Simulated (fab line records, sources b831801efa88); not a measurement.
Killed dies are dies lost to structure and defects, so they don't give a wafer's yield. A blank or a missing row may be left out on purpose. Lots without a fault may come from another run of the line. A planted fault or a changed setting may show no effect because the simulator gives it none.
Problem report in the 8D (eight disciplines) form, filled by code | flow sfq_line | the parts of the form that need people (team, actions taken, sign-off) are left out

1. THE PROBLEM
spin_speed_rpm at SFQ_TRILAYER_M5_LITHO_COAT_123 reads a mean of 2639.0 rpm on 6 wafers of 2 lots; wafers without a fault read 2999.9 rpm with a standard deviation of 2.1. That is -99 or more standard deviations from the usual mean.
The step: resist thk 600 nm.
First seen on wafer L693.1, day 57 19:35, on litho_track-01. The record holds 42 wafers of 14 lots with a number at this step. Rule for "out", or "out of limits": more than 4 standard deviations from the usual mean. The other wafers with a number count as sound.

2. WHAT IT IS AND WHAT IT IS NOT
question                    | is                     | is not
which readings at this step | spin_speed_rpm         | -
which lots                  | L693, L694             | L679, L680, L682, L683, L686, L691, L695, L696, L697, L699, L701, L702
which wafers of those lots  | all that have a number | -
read on which tools         | litho_track-01         | litho_track-02, litho_track-04
when                        | from day 57 19:35      | up to then (18 sound wafers); but 18 sound wafers of L695, L696, L697, L699, L701, L702 came after

3. SUSPECTS, AND WHAT RULES EACH OUT
Counting: a tool at a process step up to the reading stays a suspect if it ran every lot that is out and no sound lot after the first of them.
- litho_track-01 at SFQ_TRILAYER_M5_LITHO_COAT_123 (resist thk 600 nm): ruled out as a lasting fault. Sound lots L695, L697 ran on it after its first lot that is out, L693 (day 57 19:35).
Left after counting: nothing in the record.

4. THE CAUSE (what the simulator had put in)
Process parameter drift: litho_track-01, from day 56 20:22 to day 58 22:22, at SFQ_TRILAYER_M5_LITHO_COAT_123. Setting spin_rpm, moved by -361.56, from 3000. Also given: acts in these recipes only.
Counting ruled it out, wrongly.

5. THE CHAIN OF EFFECTS, in route order
Each row: a reading whose mean over the struck wafers that have a number lies more than 3 standard deviations from the usual. Only readings for which the record gives a usual standard deviation are gone through. hours: the time from each lot's start at the first step in this table that gives one to its start at this step, as a median over the lots. sigmas: the change in usual standard deviations.
hours | step                           | reading        | usual      | on struck wafers | change | sigmas
0     | SFQ_TRILAYER_M5_LITHO_COAT_123 | spin_speed_rpm | 2999.9 rpm | 2639.0           | -360.9 | -99 or more
The process steps in it:
- SFQ_TRILAYER_M5_LITHO_COAT_123: resist thk 600 nm.

6. WHAT WOULD HAVE CAUGHT IT SOONER
In this record the first reading out of limits was taken at day 57 19:35, 23 hours after the fault began at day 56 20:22.
